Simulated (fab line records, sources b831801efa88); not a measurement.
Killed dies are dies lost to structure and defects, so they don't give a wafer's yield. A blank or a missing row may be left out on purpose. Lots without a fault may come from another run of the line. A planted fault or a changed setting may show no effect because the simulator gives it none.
fab line records | flow gf180mcu
record lots=12 wafers=36 last_day=34
route steps=602 shown M2@379 V2@387 V3@429
lots that met no fault: from a run of the same line without faults
start_h: hours from the record's first day to the start of the lot's first wafer shown | wait_h: hours since the lot's step before | " the same as in the row above | L1.1+2: a row that stands for several wafers | - no value, or no start given | * or withheld: withheld | < > ~ a bound
route shown NAME@n: a module of which the file shows steps, and the number in the route of the first | usual: mean/standard deviation of fault-free wafers | same: alike in all rows | chamber/n: place in a boat | sites: the reading at each site | _std_site: their standard deviation | _edge_site: outer sites' mean less inner sites' | radius_mm: how far each site lies from the wafer's centre | mask NAME#n: copy n | behind: the tool/chamber that last shaped the wafer | hold: why the lot was held/for how many hours/how that ended | device: the transistor (n, p or np) that didn't switch | end of line: the same wafers' tests at the end of the route | a step without rows: its recipe alone | killed: dies lost to structure and defects at the first sort, not the wafer's yield | map: a wafer's dies, x killed, . not, _ none there
set.NAME: the setting as run; set.NAME@STEP: as run at that earlier step | model.NAME: the simulator's own value behind a step, which no gauge read
steps of the route over a sample of lots; a table a step, a row a wafer
services: from which hour (start_h, from the record's first day; less than 0 if before it) a tool's chamber was out of use, for how many hours, and why
## steps
# step GF_M2_STRIP_17
# recipe chemistry=O2/N2 power_w=1400 pressure_mtorr=1500 platen_temp_c=250 o2_flow_sccm=3000 n2_flow_sccm=300 overash_fraction=0.5
# usual drypump_motor_current_A=6.0/0.52 heater_power_w=310/42 oes_product_au=0.558/0.0043 strip_time_to_endpoint_s=7.88/0.039
# columns lot.wafer tool chamber start_h wait_h drypump_motor_current_A heater_power_w oes_product_au rf_hours_counter_h strip_time_to_endpoint_s
L456.1 plasma_asher-03 1 433.65 0.1 6.5 368 0.562 80 7.86
L456.2 " 0 " " 6.3 257 0.552 80 7.85
L456.5 " 0 " " 6.2 248 0.561 - 7.89
L457.1 plasma_asher-03 1 447.31 0.1 6.5 369 0.559 81 7.83
L457.3 " 0 " " 6.2 250 0.554 - 7.81
L457.4 " 1 " " 6.5 369 0.555 - 7.81
L459.2 plasma_asher-04 1 463.46 0.1 5.3 317 0.559 66 7.90
L459.3 " 1 " " 5.3 325 0.560 - 7.92
L459.5 " 0 " " 6.3 297 0.555 - 7.87
L461.3 plasma_asher-04 1 487.08 0.1 5.2 321 0.554 - 7.84
L461.4 " 0 " " 6.3 301 0.559 - 7.83
L461.6 " 0 " " 6.3 305 0.559 - 7.88
L463.3 plasma_asher-03 1 504.33 0.1 6.5 368 0.555 - 7.88
L463.5 " 1 " " 6.5 357 0.565 - 7.90
L463.6 " 0 " " 6.3 252 0.557 - 7.88
L469.1 plasma_asher-03 0 554.60 0.1 6.3 250 0.554 94 7.85
L469.3 " 1 " " 6.5 370 0.564 - 7.96
L469.6 " 1 " " 6.5 361 0.565 - 7.88
L470.2 plasma_asher-03 1 558.26 0.1 6.4 367 0.559 95 7.94
L470.3 " 1 " " 6.5 371 0.556 - 7.92
L470.5 " 0 " " 6.3 249 0.559 - 7.92
L471.1 plasma_asher-01 0 570.61 0.2 5.5 276 0.558 44 7.87
L471.4 " 1 " " 5.0 351 0.557 - 7.89
L471.5 " 0 " " 5.5 283 0.552 - 7.87
L472.1 plasma_asher-01 1 574.57 0.2 5.0 342 0.560 45 7.87
L472.3 " 1 " " 5.1 346 0.557 - 7.91
L472.6 " 1 " " 5.0 345 0.562 - 7.96
L473.1 plasma_asher-03 0 582.35 0.1 6.2 255 0.550 97 7.89
L473.4 " 1 " " 6.5 364 0.563 - 7.93
L473.5 " 0 " " 6.3 246 0.565 - 7.90
L475.3 plasma_asher-04 1 597.98 0.1 5.3 318 0.557 - 7.87
L475.4 " 0 " " 6.3 306 0.560 - 7.90
L475.5 " 0 " " 6.3 297 0.558 - 7.89
L478.1 plasma_asher-04 1 620.90 0.1 5.3 316 0.554 84 7.78
L478.3 " 0 " " 6.3 299 0.558 - 7.84
L478.6 " 0 " " 6.3 304 0.558 - 7.79
# step GF_V2_BOW_MEAS_05
# recipe mode=bow
# usual V2_BOW=97/7.3
# columns lot.wafer tool chamber start_h wait_h V2_BOW[um]
L456.1 film_metro-01 - 434.88 0.2 88
L456.2 " - " " 95
L456.5 " - " " 104
L457.1 film_metro-02 - 448.41 0.1 102
L457.3 " - " " 98
L457.4 " - " " 92
L459.2 film_metro-02 - 464.57 0.2 83
L459.3 " - " " 84
L459.5 " - " " 85
L461.3 film_metro-01 - 488.25 0.1 89
L461.4 " - " " 104
L461.6 " - " " 92
L463.3 film_metro-01 - 505.43 0.2 103
L463.5 " - " " 92
L463.6 " - " " 87
L469.1 film_metro-02 - 555.74 0.1 104
L469.3 " - " " 101
L469.6 " - " " 98
L470.2 film_metro-02 - 559.38 0.2 86
L470.3 " - " " 85
L470.5 " - " " 103
L471.1 film_metro-03 - 571.71 0.2 83
L471.4 " - " " 95
L471.5 " - " " 84
L472.1 film_metro-02 - 575.91 0.2 96
L472.3 " - " " 115
L472.6 " - " " 96
L473.1 film_metro-03 - 583.45 0.2 100
L473.4 " - " " 102
L473.5 " - " " 94
L475.3 film_metro-03 - 599.11 0.2 99
L475.4 " - " " 96
L475.5 " - " " 103
L478.1 film_metro-02 - 621.99 0.1 107
L478.3 " - " " 101
L478.6 " - " " 105
# step GF_V2_THK_MEAS_25
# recipe thk_meas_gauge=xrf reads=W_of_V2_CVD_23
# usual V2_W_THK=361/4.6
# columns lot.wafer tool chamber start_h wait_h V2_W_THK[nm]
L456.1 film_metro-01 - 459.87 0.1 358
L456.2 " - " " 360
L456.5 " - " " 363
L457.1 film_metro-03 - 473.44 0.1 361
L457.3 " - " " 369
L457.4 " - " " 364
L459.2 film_metro-03 - 490.11 0.1 364
L459.3 " - " " 366
L459.5 " - " " 367
L461.3 film_metro-01 - 513.11 0.1 356
L461.4 " - " " 354
L461.6 " - " " 348
L463.3 film_metro-02 - 529.41 0.1 359
L463.5 " - " " 360
L463.6 " - " " 362
L469.1 film_metro-03 - 578.78 0.1 369
L469.3 " - " " 363
L469.6 " - " " 367
L470.2 film_metro-03 - 581.86 0.1 369
L470.3 " - " " 363
L470.5 " - " " 362
L471.1 film_metro-03 - 594.39 0.1 355
L471.4 " - " " 357
L471.5 " - " " 359
L472.1 film_metro-02 - 598.24 0.1 361
L472.3 " - " " 362
L472.6 " - " " 358
L473.1 film_metro-02 - 606.04 0.1 360
L473.4 " - " " 360
L473.5 " - " " 360
L475.3 film_metro-02 - 621.09 0.1 364
L475.4 " - " " 367
L475.5 " - " " 363
L478.1 film_metro-03 - 642.92 0.1 360
L478.3 " - " " 358
L478.6 " - " " 360
# step GF_V3_CVD_00
# recipe material=SiO2 target_thk_nm=600 sigma_open_frac=0.3 temp_c=400 time_s=100 sih4_flow_sccm=60 pressure_mtorr=6
# usual sih4_flow_sccm=60.01/0.18
# same time_s=100
# columns lot.wafer tool chamber start_h wait_h sih4_flow_sccm
L456.1 hdpcvd-01 2 485.09 0.0 59.99
L456.2 " 0 " " 59.64
L456.5 " 1 " " 60.11
L457.1 hdpcvd-02 0 498.92 0.0 60.13
L457.3 " 1 " " 60.05
L457.4 " 1 " " 60.09
L459.2 hdpcvd-02 2 515.24 0.0 47.98
L459.3 " 1 " " 48.28
L459.5 " 2 " " 47.85
L461.3 hdpcvd-02 1 537.67 0.0 48.32
L461.4 " 1 " " 48.32
L461.6 " 0 " " 48.08
L463.3 hdpcvd-01 0 552.98 0.0 59.86
L463.5 " 2 " " 59.99
L463.6 " 1 " " 60.00
L469.1 hdpcvd-01 0 601.34 0.0 60.14
L469.3 " 1 " " 59.97
L469.6 " 2 " " 59.95
L470.2 hdpcvd-01 0 604.72 0.0 59.93
L470.3 " 2 " " 59.87
L470.5 " 0 " " 60.25
L471.1 hdpcvd-01 1 616.73 0.0 59.93
L471.4 " 0 " " 60.08
L471.5 " 2 " " 60.17
L472.1 hdpcvd-02 1 620.37 0.0 59.73
L472.3 " 2 " " 60.04
L472.6 " 2 " " 59.96
L473.1 hdpcvd-02 1 627.16 0.0 60.29
L473.4 " 2 " " 59.77
L473.5 " 1 " " 60.16
L475.3 hdpcvd-02 2 642.30 0.0 59.99
L475.4 " 0 " " 59.73
L475.5 " 2 " " 60.01
L478.1 hdpcvd-02 2 664.23 0.0 60.30
L478.3 " 1 " " 60.41
L478.6 " 1 " " 60.55
# step GF_V3_THK_MEAS_01
# recipe reads=SiO2_of_V3_CVD_00
# usual V3_CVD_00_THK=600/5.5
# columns lot.wafer tool chamber start_h wait_h V3_CVD_00_THK[nm]
L456.1 film_metro-03 - 485.16 0.0 603
L456.2 " - " " 608
L456.5 " - " " 604
L457.1 film_metro-02 - 499.00 0.0 606
L457.3 " - " " 599
L457.4 " - " " 595
L459.2 film_metro-04 - 515.32 0.0 484
L459.3 " - " " 484
L459.5 " - " " 484
L461.3 film_metro-02 - 537.76 0.1 477
L461.4 " - " " 482
L461.6 " - " " 473
L463.3 film_metro-02 - 553.07 0.1 586
L463.5 " - " " 600
L463.6 " - " " 596
L469.1 film_metro-04 - 601.42 0.0 611
L469.3 " - " " 602
L469.6 " - " " 611
L470.2 film_metro-04 - 604.81 0.0 591
L470.3 " - " " 590
L470.5 " - " " 596
L471.1 film_metro-02 - 616.80 0.0 604
L471.4 " - " " 593
L471.5 " - " " 602
L472.1 film_metro-02 - 620.44 0.0 606
L472.3 " - " " 608
L472.6 " - " " 609
L473.1 film_metro-03 - 627.23 0.0 596
L473.4 " - " " 603
L473.5 " - " " 601
L475.3 film_metro-03 - 642.39 0.1 596
L475.4 " - " " 595
L475.5 " - " " 602
L478.1 film_metro-04 - 664.30 0.0 605
L478.3 " - " " 606
L478.6 " - " " 608
## services
# columns tool chamber start_h hours kind
plasma_asher-01 - 457.79 2.6 repair
hdpcvd-01 1 516.05 4.8 repair
hdpcvd-02 - 523.60 6.0 pm
hdpcvd-02 - 539.25 15.0 pm
hdpcvd-02 0 539.25 15.0 vent_cycle
hdpcvd-02 1 539.25 15.0 vent_cycle
hdpcvd-02 2 539.25 15.0 vent_cycle
plasma_asher-01 - 540.73 18.3 repair
hdpcvd-02 - 540.82 0.5 repair
hdpcvd-02 0 554.25 - clean
hdpcvd-02 1 554.25 - clean
hdpcvd-02 2 554.25 - clean
hdpcvd-01 0 625.78 9.2 repair
hdpcvd-01 - 626.12 0.5 repair
plasma_asher-01 - 638.33 5.4 repair
plasma_asher-03 - 645.74 0.7 repair
hdpcvd-01 - 650.15 1.5 repair
## key
first_sign step=GF_V3_CVD_00 reading=sih4_flow_sccm direction=down sigmas=67 usual=60.01 struck=48.14
effect step=GF_V3_THK_MEAS_01 reading=V3_CVD_00_THK direction=down sigmas=22 usual=600 struck=481
met_at GF_V3_CVD_00
struck_lots L459,L461
not_acting_at GF_M2_STRIP_17,GF_V2_BOW_MEAS_05,GF_V2_THK_MEAS_25
onset_between 498.92 515.24
fault kind=process_parameter_drift tool=hdpcvd-02 chamber=- onset_h=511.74 steps=GF_V3_CVD_00 channel=sih4_flow_sccm offset=-12 shape=step end_h=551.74 acts_in=these_recipes_only stated=60
